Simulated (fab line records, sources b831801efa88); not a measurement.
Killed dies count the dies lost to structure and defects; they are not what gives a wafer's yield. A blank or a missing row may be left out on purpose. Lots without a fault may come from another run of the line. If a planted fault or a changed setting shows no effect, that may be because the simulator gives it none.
Check for tools in common    flow sky130    Sample size 14 lots and 42 wafers

## REASON IT WAS OPENED
SKY_LDD_P_TW_MEAS_11, reading LDD_P_TW: flagged on 2 of 14 lots. Fault-free wafers read 639, with a standard deviation of 6.9.
Rule: flag the lot when none of its wafers has a number, or when each of its wafers that has one lies beyond 4 standard deviations from that mean. All remaining lots are regarded as sound.

lot   measured      on             LDD_P_TW, wafer by wafer  flag
L945  day 19 01:26  film-metro-01  652 650 647               
L947  day 19 21:25  film-metro-03  637 638 632               
L951  day 21 02:25  film-metro-04  647 649 648               
L950  day 21 02:43  film-metro-03  632 631 631               
L952  day 22 04:21  film-metro-03  2589 2586 2583            FLAGGED
L954  day 22 16:04  film-metro-04  2639 2638 2624            FLAGGED
L958  day 24 00:12  film-metro-03  632 637 636               
L959  day 24 09:53  film-metro-03  637 635 637               
L962  day 25 19:10  film-metro-01  644 642 645               
L961  day 25 21:51  film-metro-04  649 649 645               
L963  day 25 23:52  film-metro-01  647 645 641               
L964  day 26 01:25  film-metro-03  639 637 638               
L965  day 26 09:11  film-metro-03  638 638 639               
L968  day 27 08:02  film-metro-03  635 636 636               
On average the flagged lots read 2610, which is +1971 against the usual, or +99 or more standard deviations.

## WHICH TOOL EACH LOT WENT THROUGH
Before the reading, the record contains 2 process steps out of a 708-step route. Every cell lists first the tool, next ch and the chambers used by the sampled wafers, and last the start.
lot   flag     SKY_FIELD_ISO_CMP_27          SKY_LDD_N_COAT_02
L945           cmp-01 ch 0,1,3, day 2 09:24  litho-track-03 ch 0, day 17 05:52
L947           cmp-01 ch 1,2, day 2 19:08    litho-track-01 ch 0, day 17 20:41
L951           cmp-02 ch 0,3, day 3 14:40    litho-track-03 ch 0, day 19 01:52
L950           cmp-02 ch 0,1,3, day 3 09:25  litho-track-03 ch 0, day 19 02:28
L952  FLAGGED  cmp-02 ch 1,2,3, day 3 22:48  litho-track-03, day 20 05:16
L954  FLAGGED  cmp-02 ch 0,1,3, day 4 08:46  litho-track-03, day 20 17:19
L958           cmp-02 ch 0,1,3, day 5 04:53  litho-track-03 ch 0, day 22 00:38
L959           cmp-02 ch 1,3, day 5 09:14    litho-track-01 ch 0, day 22 11:23
L962           cmp-01 ch 1,2,3, day 6 07:12  litho-track-02 ch 0, day 23 22:35
L961           cmp-02 ch 1,2,3, day 6 07:12  litho-track-03 ch 0, day 24 00:05
L963           cmp-01 ch 0,2,3, day 6 10:22  litho-track-03 ch 0, day 24 02:52
L964           cmp-02 ch 0,1,3, day 6 14:09  litho-track-01 ch 0, day 24 04:10
L965           cmp-02 ch 0,1,2, day 6 18:45  litho-track-02 ch 0, day 24 10:41
L968           cmp-02 ch 1,2,3, day 7 14:53  litho-track-03 ch 0, day 25 11:22
What the steps here do:
- SKY_FIELD_ISO_CMP_27: polishes, stops on Si3N4, t overpolish 16 s, target thk 457.8 nm.
- SKY_LDD_N_COAT_02: resist thk 300 nm.
- SKY_LDD_P_TW_MEAS_11

## FLAGGED OVER TOTAL, TOOL BY TOOL (the gauges that took the reading come last)
step                  tool            lots run  flagged  share of the flagged lots  sound lots run after its first flagged lot
SKY_FIELD_ISO_CMP_27  cmp-01          4         0        none                       -
SKY_FIELD_ISO_CMP_27  cmp-02          10        2        all                        6 (L958,L959,L961,L964,L965,L968)
SKY_LDD_N_COAT_02     litho-track-01  3         0        none                       -
SKY_LDD_N_COAT_02     litho-track-02  2         0        none                       -
SKY_LDD_N_COAT_02     litho-track-03  9         2        all                        4 (L958,L961,L963,L968)
SKY_LDD_P_TW_MEAS_11  film-metro-01   3         0        none                       -
SKY_LDD_P_TW_MEAS_11  film-metro-03   8         1        some                       5 (L958,L959,L964,L965,L968)
SKY_LDD_P_TW_MEAS_11  film-metro-04   3         1        some                       1 (L961)

## WHAT THE TABLE PERMITS
In 2 table rows, all flagged lots were run: cmp-02 (SKY_FIELD_ISO_CMP_27), litho-track-03 (SKY_LDD_N_COAT_02).
- cmp-02 at SKY_FIELD_ISO_CMP_27 ran 10 lots, 2 of them flagged. Sound lots followed the first flagged one (L958, L959, L961, L964, L965, L968) on it, something a lasting fault affecting the whole tool could not allow.
- litho-track-03 at SKY_LDD_N_COAT_02 ran 9 lots, 2 of them flagged. Sound lots followed the first flagged one (L958, L961, L963, L968) on it, something a lasting fault affecting the whole tool could not allow. On the flagged lots its readings are blank where sound lots have values: chill-plate-temp-C, dispense-pressure-kPa.
None of the table's rows ran every flagged lot and, after the first, no sound lot.

## WHAT WAS PUT IN BY THE SIMULATOR
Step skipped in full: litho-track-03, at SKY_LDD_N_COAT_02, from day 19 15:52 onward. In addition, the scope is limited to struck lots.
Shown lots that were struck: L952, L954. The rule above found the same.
